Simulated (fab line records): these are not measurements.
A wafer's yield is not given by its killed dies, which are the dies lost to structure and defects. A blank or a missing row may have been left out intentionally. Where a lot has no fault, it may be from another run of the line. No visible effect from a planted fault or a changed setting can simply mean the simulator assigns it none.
Which tool is to blame? / flow gf180mcu / 6 lots, 18 wafers sampled, at 2 steps of a route of 602

== WHAT EACH GAUGE READ, for each wafer ==
GF_DUAL_GATE_OVL_MEAS_11.
lot=L763; measured=day 8 14:17; on=overlay-01; DUAL_GATE_OVL (nm)=3.2 1.2 2.4
lot=L765; measured=day 9 03:47; on=overlay-02; DUAL_GATE_OVL (nm)=1.5 2.2 1.4
lot=L767; measured=day 9 18:41; on=overlay-01; DUAL_GATE_OVL (nm)=-1.7 -0.9 -3.0
lot=L769; measured=day 10 08:11; on=overlay-02; DUAL_GATE_OVL (nm)=-0.2 0.7 -0.2
lot=L772; measured=day 11 06:29; on=overlay-02; DUAL_GATE_OVL (nm)=-0.3 -0.5 -1.3
lot=L775; measured=day 12 01:02; on=overlay-02; DUAL_GATE_OVL (nm)=1.0 2.2 0.7

== WHAT TOOL EACH LOT RAN ON (gives the tool, then ch and the chambers of the sampled wafers, and finally the start) ==
lot=L763; GF_DUAL_GATE_EXPOSE_08=iline stepper-02 ch 0, day 8 06:27
lot=L765; GF_DUAL_GATE_EXPOSE_08=iline stepper-01 ch 0, day 8 19:20
lot=L767; GF_DUAL_GATE_EXPOSE_08=iline stepper-01 ch 0, day 9 09:50
lot=L769; GF_DUAL_GATE_EXPOSE_08=iline stepper-02 ch 0, day 9 23:08
lot=L772; GF_DUAL_GATE_EXPOSE_08=iline stepper-02 ch 0, day 10 21:23
lot=L775; GF_DUAL_GATE_EXPOSE_08=iline stepper-01 ch 0, day 11 15:17
- GF_DUAL_GATE_EXPOSE_08: exposes mask Dualgate, target cd 700 nm.

== THE ANSWER, worked out from the rows above alone ==
Rule: what is usual is taken from the lots themselves. Put in order of their means at a reading, lots are off if they are a third of the lots or fewer, leave a main group of 4 or more, and stand apart from it by a gap of 3 or more times the standard deviation of the main group's means; of several such gaps the widest counts. A main group is skipped when, at the precision printed for the reading in the tables above, its means are all equal. A lot without any number at a reading at which 4 lots or more have one is off too. Where the step has rows for the other lots, those lots are counted as sound.
Across all readings shown, no lot is off: no conclusion can be drawn from this.

== WHAT THE SIMULATOR HAD PUT IN ==
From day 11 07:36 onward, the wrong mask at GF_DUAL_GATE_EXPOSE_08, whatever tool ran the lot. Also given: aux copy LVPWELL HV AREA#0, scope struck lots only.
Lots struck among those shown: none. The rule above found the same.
